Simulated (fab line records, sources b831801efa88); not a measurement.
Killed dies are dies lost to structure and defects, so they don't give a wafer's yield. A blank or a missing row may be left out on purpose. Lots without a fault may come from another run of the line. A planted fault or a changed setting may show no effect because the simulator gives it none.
Which tool did it? | flow gf180mcu | 6 lots, 18 wafers sampled, at 1 step of a route of 602

WHAT THE GAUGES READ, wafer by wafer
GF_MIM_THK_MEAS_06.
lot  | measured     | on            | MIM_CVD_05_THK (nm)
L749 | day 25 20:52 | film_metro-04 | 42.1 42.9 43.0
L751 | day 26 12:01 | film_metro-01 | 42.0 42.9 42.5
L755 | day 27 16:55 | film_metro-01 | 42.5 43.2 43.5
L758 | day 28 15:07 | film_metro-02 | 41.5 41.9 42.0
L761 | day 29 17:38 | film_metro-01 | 41.7 40.6 41.9
L767 | day 31 02:28 | film_metro-02 | 42.4 42.8 42.9

WHICH TOOL RAN EACH LOT (tool, then ch and the chambers of the sampled wafers, then the start)
The record holds no process step before these readings.

THE ANSWER, worked out from the rows above alone
Rule: what is usual is taken from the lots themselves. Put in order of their means at a reading, lots are off if they are a third of the lots or fewer, leave a main group of 4 or more, and stand apart from it by a gap of 3 or more times the standard deviation of the main group's means; of several such gaps the widest counts. A main group whose means are all the same, to the digits that the tables above print for the reading, isn't used. A lot without any number at a reading at which 4 lots or more have one is off too. The other lots that the step has rows for count as sound.
Off: L758, L761, at GF_MIM_THK_MEAS_06 (MIM_CVD_05_THK). The main group: mean 42.7 nm, standard deviation 0.22.
A tool fits if, at a process step before that reading, it ran every lot that is off, and no sound lot after the first of them. The gauges at GF_MIM_THK_MEAS_06 are tried like those tools. None of those tried fits.

WHAT THE SIMULATOR HAD PUT IN
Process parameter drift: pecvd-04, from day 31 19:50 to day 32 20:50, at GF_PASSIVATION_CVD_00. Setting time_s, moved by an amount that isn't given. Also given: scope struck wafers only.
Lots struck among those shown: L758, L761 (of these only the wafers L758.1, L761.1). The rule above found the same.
